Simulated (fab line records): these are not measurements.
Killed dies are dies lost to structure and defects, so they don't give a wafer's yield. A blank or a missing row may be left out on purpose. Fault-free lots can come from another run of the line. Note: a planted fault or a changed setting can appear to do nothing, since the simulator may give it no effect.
Problem report, 8D (eight disciplines) form, completed by code    flow sky130    the parts of the form that need people (team, actions taken, sign-off) are left out

== 1. THE ISSUE ==
strip time to endpoint s at SKY_METAL4_STRIP_19 reads a mean of 6.19 s on 2 wafers of 2 lots; wafers without a fault read 6.54 s with a standard deviation of 0.067. Relative to the usual mean, that is a shift of -5.3 standard deviations.
The step: strips in O2/N2.
First seen on wafer L482.4, day 45 14:08, on plasma asher-02. The record holds 32 wafers of 11 lots with a number at this step. By rule, "out" or "out of limits" means more than 4 standard deviations away from the usual mean. The other wafers with a number count as sound.

== 2. WHAT THIS IS AND IS NOT ==
question                     is                                is not
which readings at this step  strip time to endpoint s          drypump motor current A, o2 flow sccm
which lots                   L482, L483                        L469, L471, L474, L475, L476, L478, L484, L491, L492
which wafers of those lots   L482.4, L483.6                    L482.3, L483.2, L483.4
read on which tools          plasma asher-01, plasma asher-02  plasma asher-04
when                         from day 45 14:08                 up to then (19 sound wafers); but 11 sound wafers of L483, L484, L491, L492 came after

== 3. THE SUSPECTS, EACH WITH WHAT RULES IT OUT ==
Counting: if a tool at a process step up to the reading ran every lot that is out, it stays a suspect. Sound lots after the first of them don't rule it out here, since some wafers of a struck lot are sound.
- rie metal-03 at SKY_METAL4_METAL_ETCH_18 (etches the open film in Cl2/BCl3, stops on SiO2, target depth 845 nm, time 183.1 s): kept. Every lot that is out went through it, the first being L482 (day 45 13:59); the last sound lot it ran before that was L478 (day 44 10:39).
- The sound lot-mates ran in chamber 1 of rie metal-03 at SKY_METAL4_METAL_ETCH_18, but the wafers that are out ran in chamber 0.
Remaining after the count: rie metal-03 at SKY_METAL4_METAL_ETCH_18.

== 4. THE CAUSE (what the simulator had put in) ==
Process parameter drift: rie metal-03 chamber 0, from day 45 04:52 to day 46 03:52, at SKY_METAL4_METAL_ETCH_18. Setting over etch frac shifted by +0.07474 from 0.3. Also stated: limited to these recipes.
After counting, this tool was the only one left.

== 5. THE CHAIN OF EFFECTS, in route order ==
Each row: a reading whose mean over the struck wafers that have a number lies more than 3 standard deviations from the usual. Readings are gone through only where the record gives a usual standard deviation; hours: the median, over the lots, of the time from a lot's start at the first step in this table giving one to that lot's start at this step; sigmas: the change measured in usual standard deviations.
hours  step                      reading                   usual       on struck wafers  change  sigmas
0      SKY_METAL4_METAL_ETCH_18  oes product au            0.865 a.u.  0.842             -0.023  -3.2
0      SKY_METAL4_STRIP_19       oes product au            0.502 a.u.  0.486             -0.016  -3.3
0      SKY_METAL4_STRIP_19       strip time to endpoint s  6.54 s      6.19              -0.35   -5.3
It contains these process steps:
- SKY_METAL4_METAL_ETCH_18: etches the open film in Cl2/BCl3, stops on SiO2, target depth 845 nm, time 183.1 s.
- SKY_METAL4_STRIP_19: strips in O2/N2.
Later measuring or inspecting steps at which every struck wafer that the step has a row for has a number for every such reading, and none has moved that far: SKY_VIA4_THK_MEAS_01.

== 6. HOW IT WOULD HAVE BEEN CAUGHT EARLIER ==
First out-of-limits reading in this record: day 45 14:08, which is 9 hours after fault onset at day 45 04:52.
Of the tool readings at SKY_METAL4_METAL_ETCH_18 for which the record gives a usual standard deviation, none was out on any struck wafer, so an alarm limit of 4 standard deviations on them would not have fired.
L483, from the lots that are out (2), started SKY_METAL4_METAL_ETCH_18 on rie metal-03 later than day 45 14:08. A hold on the tool at that time would have spared it.
